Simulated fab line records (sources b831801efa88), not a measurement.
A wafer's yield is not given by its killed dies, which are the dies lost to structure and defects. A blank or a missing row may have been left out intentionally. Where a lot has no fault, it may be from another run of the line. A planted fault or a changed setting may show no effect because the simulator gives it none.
fab line records | flow sky130 | part 2 of 2: steps 44 to 44 of 44
record: lots: 5 wafers: 15 last_day: 50
route steps=708 shown LDD_LDN@292 SPACER@304 POLY_CUT@307 SD_P@320 RES_XHIGH@332 SALICIDE@361 PAD_OPEN@708
lots with no fault: from the same line, run without faults
start_h: hours from the record's opening day to when the first of the lot's shown wafers began | wait_h: hours from the lot's prior step to this one | " repeats the value in the row above | L1.1+2: a single row standing in for several wafers | - no value, or no start given | * or withheld: withheld | < > ~ a bound
route shown NAME@n: NAME is a module with steps in the file, n the number in the route of the first one | usual: average and standard deviation across the fault-free wafers | same: alike in all rows | chamber/n: place in a boat | sites: the reading at each site | _std_site: standard deviation of those values | _edge_site: outer sites' mean less inner sites' | radius_mm: how far each site lies from the wafer's centre | mask NAME#n: copy n | behind: tool/chamber where the wafer was last shaped | hold: the reason the lot was held/the length of the hold in hours/how it ended | device: names the non-switching transistor (n, p or np) | end of line: the route-end tests of the same wafers | for a step that has no rows: nothing shown but its recipe | killed: at the first sort, the dies lost to defects and structure; wafer yield is something else | map: a wafer's dies, marking killed ones x, the rest . and places with no die _
set.NAME: the run value of the setting; set.NAME@STEP: its run value at that earlier step | model.NAME: the simulator's own value behind a step, which no gauge read
certain route steps with their lots: each step a table, each wafer a row
services: when a tool's chamber went out of use (start_h, in hours from the record's first day, below 0 if earlier), for how many hours, and the reason
== steps ==
step: SKY_PAD_OPEN_PROBE_99
usual: killed_at_M0_to_M3: 42/6.9 killed_at_M4_up: 3.2/1.7 killed_at_contacts: 25/5.1 killed_at_front_end: 15/4.5 killed_at_other: 0.4/0.63 killed_dies: 86/9.3 killed_open: 46/7 killed_short: 39/6.9
same: gross_dies: 492 killed_at_back_side: 0
columns lot.wafer tool chamber start_h wait_h killed_at_M0_to_M3 killed_at_M4_up killed_at_contacts killed_at_front_end killed_at_other killed_dies killed_open killed_short model.etest.pfet_01v8.r_on_ohm_um model.etest.pfet_g5v0d10v5.r_on_ohm_um model.etest.sonos_uncharged.r_on_ohm_um model.etest.nfet_g5v0d10v5.r_on_ohm_um model.etest.res_pdiff.line_ohm_um model.etest.pfet_01v8.drive_ua_um model.etest.nfet_01v8_lvt.drive_ua_um model.etest.pfet_01v8_hvt.drive_ua_um
L427.2 prober-01 - 1123.83 0.1 40 2 30 13 0 85 52 33 2918 4827 826.2 1926 1376 188.5 567.1 139.3
L427.4 prober-01 - 1123.93 0.2 54 5 27 23 2 111 51 58 2892 4742 819.6 1925 1327 192 565.5 141
L427.5 prober-01 - 1123.98 0.2 36 6 23 16 1 82 46 35 2863 4736 810.4 1914 1346 193.2 561.1 143.3
L431.2 prober-02 - 1138.60 0.1 54 5 25 18 1 103 57 44 2476 4545 734.2 1766 1313 228.6 630.4 172.2
L431.3 prober-02 - 1138.65 0.2 50 2 27 14 0 93 55 37 2471 4536 736.9 1779 1317 231.3 636.6 175.9
L431.6 prober-02 - 1138.80 0.2 50 3 22 17 1 93 52 38 2552 4585 768.2 1761 1341 224.6 622.5 168
L440.4 prober-01 - 1187.30 0.2 43 0 15 15 0 73 44 29 2926 4778 847.2 1905 1381 190.3 573.4 142.4
L440.5 prober-01 - 1187.35 0.2 46 3 29 10 0 88 48 40 2921 4802 813.3 1912 1376 192 566.8 143.4
L440.6 prober-01 - 1187.40 0.2 45 3 35 16 0 99 58 41 2966 4832 835.9 1925 1373 187.6 578.9 141.4
L442.3 prober-01 - 1198.19 0.2 42 3 22 10 1 78 39 39 2836 4733 827.1 1891 1335 195.9 576.7 144.9
L442.4 prober-01 - 1198.24 0.2 34 4 42 17 0 97 52 44 2881 4712 830.9 1888 1352 194.2 568.2 143.1
L442.5 prober-01 - 1198.29 0.2 42 4 30 21 0 97 54 43 2880 4748 837.2 1896 1331 192 560.9 142.8
L444.1 prober-02 - 1206.99 0.1 39 2 34 11 1 87 39 47 2933 4795 816.6 1906 1401 189.1 565.1 140.3
L444.2 prober-02 - 1207.04 0.1 47 3 29 8 0 87 46 41 2827 4670 807.3 1844 1402 197.8 579.9 148
L444.6 prober-02 - 1207.24 0.2 43 4 11 11 0 69 42 27 2918 4734 799.8 1862 1364 191.5 569.7 141.4
killed by level:class
L427.2 VIA1:geometric_particle:open=14 CONTACT:geometric_particle:open=12 LI_CONTACT:geometric_particle:open=9 METAL1:geometric_particle:short=7 CONTACT:geometric_particle:short=6 FIELD_ISO:geometric_particle:short=3 FIELD_ISO:geometric_particle:open=3 POLY_GATE:geometric_particle:open=3
L427.4 VIA1:geometric_particle:open=11 LI_CONTACT:geometric_particle:open=10 FIELD_ISO:geometric_particle:short=7 METAL1:geometric_particle:short=7 VIA1:geometric_particle:short=7 METAL2:geometric_particle:short=7 VIA2:geometric_particle:open=7 CONTACT:geometric_particle:open=6
L427.5 CONTACT:geometric_particle:open=11 VIA1:geometric_particle:open=8 VIA3:geometric_particle:open=7 LI_CONTACT:geometric_particle:open=5 VIA1:geometric_particle:short=5 LI_CONTACT:geometric_particle:short=4 METAL3:geometric_particle:short=4 METAL4:geometric_particle:short=4
L431.2 CONTACT:geometric_particle:open=12 METAL1:geometric_particle:short=9 VIA1:geometric_particle:open=9 VIA2:geometric_particle:open=8 METAL2:geometric_particle:short=7 VIA2:geometric_particle:short=7 VIA3:geometric_particle:open=6 FIELD_ISO:geometric_particle:open=5
L431.3 CONTACT:geometric_particle:open=10 VIA1:geometric_particle:open=10 LI_CONTACT:geometric_particle:open=8 VIA2:geometric_particle:open=7 VIA1:geometric_particle:short=6 VIA3:geometric_particle:open=6 VIA2:geometric_particle:short=5 FIELD_ISO:geometric_particle:short=4
L431.6 VIA1:geometric_particle:open=16 VIA2:geometric_particle:open=9 CONTACT:geometric_particle:open=8 METAL1:geometric_particle:short=6 POLY_GATE:geometric_particle:open=5 LI_CONTACT:geometric_particle:open=5 CONTACT:geometric_particle:short=5 VIA3:geometric_particle:open=5
L440.4 VIA2:geometric_particle:open=9 POLY_GATE:geometric_particle:open=8 VIA1:geometric_particle:open=7 VIA1:geometric_particle:short=6 CONTACT:geometric_particle:open=6 VIA3:geometric_particle:open=5 LI_CONTACT:geometric_particle:open=4 METAL2:geometric_particle:short=4
L440.5 VIA1:geometric_particle:open=12 METAL2:geometric_particle:short=8 LI_CONTACT:geometric_particle:open=7 CONTACT:geometric_particle:open=7 CONTACT:geometric_particle:short=7 VIA2:geometric_particle:open=6 VIA3:geometric_particle:open=6 METAL1:geometric_particle:short=5
L440.6 CONTACT:geometric_particle:open=15 VIA1:geometric_particle:open=15 LI_CONTACT:geometric_particle:open=7 FIELD_ISO:geometric_particle:short=6 CONTACT:geometric_particle:short=6 VIA3:geometric_particle:open=6 VIA2:geometric_particle:open=5 FIELD_ISO:geometric_particle:open=4
L442.3 LI_CONTACT:geometric_particle:open=8 VIA1:geometric_particle:open=8 METAL1:geometric_particle:short=7 CONTACT:geometric_particle:short=6 VIA3:geometric_particle:open=6 VIA2:geometric_particle:open=6 VIA3:geometric_particle:short=6 CONTACT:geometric_particle:open=5
L442.4 CONTACT:geometric_particle:open=16 LI_CONTACT:geometric_particle:open=11 FIELD_ISO:geometric_particle:short=8 VIA3:geometric_particle:open=8 VIA1:geometric_particle:open=6 VIA2:geometric_particle:open=6 LOCAL_INTERCONNECT:geometric_particle:short=5 METAL1:geometric_particle:short=5
L442.5 CONTACT:geometric_particle:open=11 LI_CONTACT:geometric_particle:open=9 VIA1:geometric_particle:open=9 FIELD_ISO:geometric_particle:short=6 METAL2:geometric_particle:short=6 VIA2:geometric_particle:open=6 VIA3:geometric_particle:open=6 VIA1:geometric_particle:short=5
L444.1 CONTACT:geometric_particle:short=11 VIA1:geometric_particle:open=10 CONTACT:geometric_particle:open=9 METAL1:geometric_particle:short=8 LI_CONTACT:geometric_particle:short=5 VIA2:geometric_particle:open=5 LI_CONTACT:geometric_particle:open=4 LOCAL_INTERCONNECT:geometric_particle:short=4
L444.2 CONTACT:geometric_particle:open=13 VIA3:geometric_particle:short=8 VIA1:geometric_particle:open=7 CONTACT:geometric_particle:short=6 POLY_GATE:geometric_particle:open=5 VIA3:geometric_particle:open=5 LI_CONTACT:geometric_particle:open=4 LOCAL_INTERCONNECT:geometric_particle:short=4
L444.6 VIA1:geometric_particle:open=13 CONTACT:geometric_particle:open=7 METAL1:geometric_particle:short=7 VIA2:geometric_particle:open=5 VIA3:geometric_particle:open=5 FIELD_ISO:geometric_particle:open=3 POLY_GATE:geometric_particle:open=3 VIA3:geometric_particle:short=3
== services ==
columns tool chamber start_h hours kind
plasma_asher-01 - 565.73 2.4 repair
rie_diel-03 2 569.21 6.6 repair
rie_diel-01 1 581.46 2.2 repair
rie_diel-04 0 586.49 5.0 repair
plasma_asher-02 - 599.76 0.6 repair
rie_diel-03 - 601.03 3.3 repair
rie_diel-03 3 614.67 4.2 repair
rie_diel-01 2 617.15 18.3 repair
plasma_asher-02 - 617.27 24.5 repair
rie_diel-01 - 631.06 2.8 pm
rie_diel-04 3 653.81 15.8 repair
rie_diel-04 0 664.25 4.0 repair
rie_diel-04 1 666.64 1.3 repair
plasma_asher-01 - 679.05 14.7 repair
plasma_asher-02 - 691.80 0.5 repair
plasma_asher-01 - 693.75 2.8 pm
rie_diel-03 - 694.89 0.8 repair
rie_diel-04 - 704.10 2.8 pm
plasma_asher-01 - 709.86 2.4 repair
rie_diel-03 2 728.07 1.2 repair
rie_diel-04 - 728.15 76.0 repair
plasma_asher-04 - 733.75 9.0 pm
plasma_asher-04 - 750.26 10.0 pm
plasma_asher-04 - 797.02 2.8 pm
== key ==
first_sign: step: SKY_SPACER_CVD_00 reading: susceptor_temp_C direction: down sigmas: 44 usual: * struck: *
effect: step: SKY_SPACER_CVD_00 reading: spike_tc_upper_C direction: down sigmas: 16 usual: 770.4 struck: 754.1
effect: step: SKY_SPACER_THK_MEAS_01 reading: SPACER_CVD_00_THK direction: down sigmas: 26 usual: 42.6 struck: 31.0
effect: step: SKY_SPACER_ETCHBACK_02 reading: oes_product_au direction: down sigmas: 18 usual: 0.849 struck: 0.720
model_effect: step: SKY_SPACER_CVD_00 value: Si3N4_of_SPACER_CVD_00.thk_nm without: 42.58 struck: 31
model_effect: step: SKY_SPACER_ETCHBACK_02 value: etch.depth_nm without: 42.58 struck: 31
model_effect: step: SKY_SALICIDE_CLEAN_00 value: Si3N4_of_SPACER_CVD_00.thk_nm without: 41.6 struck: 30.02
model_effect: step: SKY_PAD_OPEN_PROBE_99 value: etest.pfet_01v8.r_on_ohm_um without: 2870 struck: 2500
met_at SKY_SPACER_CVD_00
struck_wafers L431.2,L431.3,L431.6
tester_left_out L431
onset_between 587.95 615.55
fault: kind: process_parameter_drift tool: lpcvd-02 chamber: 1 onset_h: 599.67 steps: SKY_SPACER_CVD_00 channel: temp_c offset: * shape: step end_h: 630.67 acts_in: * stated: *
tester_left_out: of these lots the tester's yield and bins aren't shown, on N5 and GAA mostly nor the transistor test; their killed dies are dies lost to structure and defects alone, not to doping, threshold or leakage, so they don't give the yield
